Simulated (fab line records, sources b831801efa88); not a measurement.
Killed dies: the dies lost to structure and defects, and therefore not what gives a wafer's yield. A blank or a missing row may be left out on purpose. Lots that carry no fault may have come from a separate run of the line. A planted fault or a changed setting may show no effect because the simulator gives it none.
A sampling plan put to the test | flow sky130 | one fab line, 14 faults that these records tell of, each judged on the records of the lots that it struck
The line's own looks make up the plan; these are the steps of the route where a gauge or inspection reads the wafer and leaves it unchanged. A look is open to judgement when struck wafers have a number at it and the file gives its usual mean and standard deviation on fault-free wafers. Caught: 4 or more of those standard deviations (sigma) separate the usual mean from the mean of the struck wafers at a look after the fault's first step. On the tool: the test repeated on the tool's own readings taken at the fault's steps. Also counted as caught: the struck wafers showing another recipe, or a record that is empty for them alone.

THE FAULTS, as the simulator had put them in
1. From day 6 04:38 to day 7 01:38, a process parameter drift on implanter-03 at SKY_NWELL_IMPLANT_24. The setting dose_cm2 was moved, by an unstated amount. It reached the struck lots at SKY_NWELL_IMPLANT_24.
2. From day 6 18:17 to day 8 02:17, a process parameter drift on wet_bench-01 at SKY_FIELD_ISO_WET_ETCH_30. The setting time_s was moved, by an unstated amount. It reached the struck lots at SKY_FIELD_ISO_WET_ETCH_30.
3. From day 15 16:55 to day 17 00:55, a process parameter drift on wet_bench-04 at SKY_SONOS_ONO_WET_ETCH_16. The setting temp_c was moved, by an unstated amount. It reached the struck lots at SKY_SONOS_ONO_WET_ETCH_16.
4. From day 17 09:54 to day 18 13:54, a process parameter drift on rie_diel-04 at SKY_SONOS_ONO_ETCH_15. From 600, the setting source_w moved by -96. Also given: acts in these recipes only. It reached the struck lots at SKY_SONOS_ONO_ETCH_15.
5. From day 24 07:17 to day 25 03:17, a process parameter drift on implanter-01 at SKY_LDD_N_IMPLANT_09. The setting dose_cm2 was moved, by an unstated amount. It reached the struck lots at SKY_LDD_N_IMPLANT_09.
6. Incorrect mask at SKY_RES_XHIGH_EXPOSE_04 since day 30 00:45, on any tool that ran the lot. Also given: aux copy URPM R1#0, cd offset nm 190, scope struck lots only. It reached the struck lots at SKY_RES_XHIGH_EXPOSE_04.
7. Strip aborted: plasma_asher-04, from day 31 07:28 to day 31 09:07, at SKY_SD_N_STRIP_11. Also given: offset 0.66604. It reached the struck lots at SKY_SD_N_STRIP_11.
8. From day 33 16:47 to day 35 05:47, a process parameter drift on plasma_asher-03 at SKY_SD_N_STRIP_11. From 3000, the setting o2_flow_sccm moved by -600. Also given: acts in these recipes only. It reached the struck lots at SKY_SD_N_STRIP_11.
9. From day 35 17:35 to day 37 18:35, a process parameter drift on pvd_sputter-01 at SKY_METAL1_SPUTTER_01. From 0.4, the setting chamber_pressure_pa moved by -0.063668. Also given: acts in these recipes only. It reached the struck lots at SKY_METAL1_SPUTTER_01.
10. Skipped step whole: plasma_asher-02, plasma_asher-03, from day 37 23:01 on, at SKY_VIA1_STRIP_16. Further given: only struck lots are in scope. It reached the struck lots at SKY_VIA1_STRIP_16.
11. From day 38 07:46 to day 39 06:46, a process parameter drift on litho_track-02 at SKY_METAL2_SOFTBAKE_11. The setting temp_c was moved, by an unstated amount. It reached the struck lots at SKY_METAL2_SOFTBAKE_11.
12. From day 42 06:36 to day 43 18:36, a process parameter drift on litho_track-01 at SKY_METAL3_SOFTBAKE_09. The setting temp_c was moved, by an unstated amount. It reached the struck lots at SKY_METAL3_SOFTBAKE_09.
13. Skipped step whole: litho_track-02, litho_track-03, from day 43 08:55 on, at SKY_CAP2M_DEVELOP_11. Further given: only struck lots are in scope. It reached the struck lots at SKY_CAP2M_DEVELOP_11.
14. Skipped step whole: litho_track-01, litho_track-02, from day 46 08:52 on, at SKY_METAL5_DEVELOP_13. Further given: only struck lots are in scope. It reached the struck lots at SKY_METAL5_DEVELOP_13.

WHAT THE PLAN SAW
fault | on the tool itself                               | first look that catches it                      | reading, sigma | median hours from its first step to that look | hours from the fault's start to the first struck lot there | judged looks passed uncaught
1     | dose_ions_cm2 +33 sigma                          | none of the 3 looks that can be judged after it | -              | -                                             | -                                                          | 3
2     | run_length_s -8.8 sigma                          | not the one look that can be judged after it    | -              | -                                             | -                                                          | 1
3     | temp_c -9.8 sigma                                | no look after it can be judged                  | -              | -                                             | -                                                          | 0
4     | rf_fwd_power_W -27 sigma                         | no look after it can be judged                  | -              | -                                             | -                                                          | 0
5     | dose_ions_cm2 +19 sigma                          | not the one look that can be judged after it    | -              | -                                             | -                                                          | 1
6     | no reading that can be judged                    | none of the 3 looks that can be judged after it | -              | -                                             | -                                                          | 3
7     | oes_product_au -39 sigma                         | no look after it can be judged                  | -              | -                                             | -                                                          | 0
8     | o2_flow_sccm -66 sigma                           | not the one look that can be judged after it    | -              | -                                             | -                                                          | 1
9     | chamber_pressure_pa -81 sigma                    | not the one look that can be judged after it    | -              | -                                             | -                                                          | 1
10    | the tool's record is blank for the struck wafers | no look after it can be judged                  | -              | -                                             | -                                                          | 0
11    | plate_temp_C -7.1 sigma                          | not the one look that can be judged after it    | -              | -                                             | -                                                          | 1
12    | plate_temp_C -11 sigma                           | no look after it can be judged                  | -              | -                                             | -                                                          | 0
13    | the tool's record is blank for the struck wafers | no look after it can be judged                  | -              | -                                             | -                                                          | 0
14    | the tool's record is blank for the struck wafers | no look after it can be judged                  | -              | -                                             | -                                                          | 0
A dash: the fault isn't caught, or these records don't give the number.

Caught at a look: 0 of 14. Caught on the tool: 13 of 14. By one or the other: 13 of 14.
On the tool alone, faults 1, 2, 3, 4, 5, 7, 8, 9, 10, 11, 12, 13, 14 were caught.
Caught by neither: fault 6.
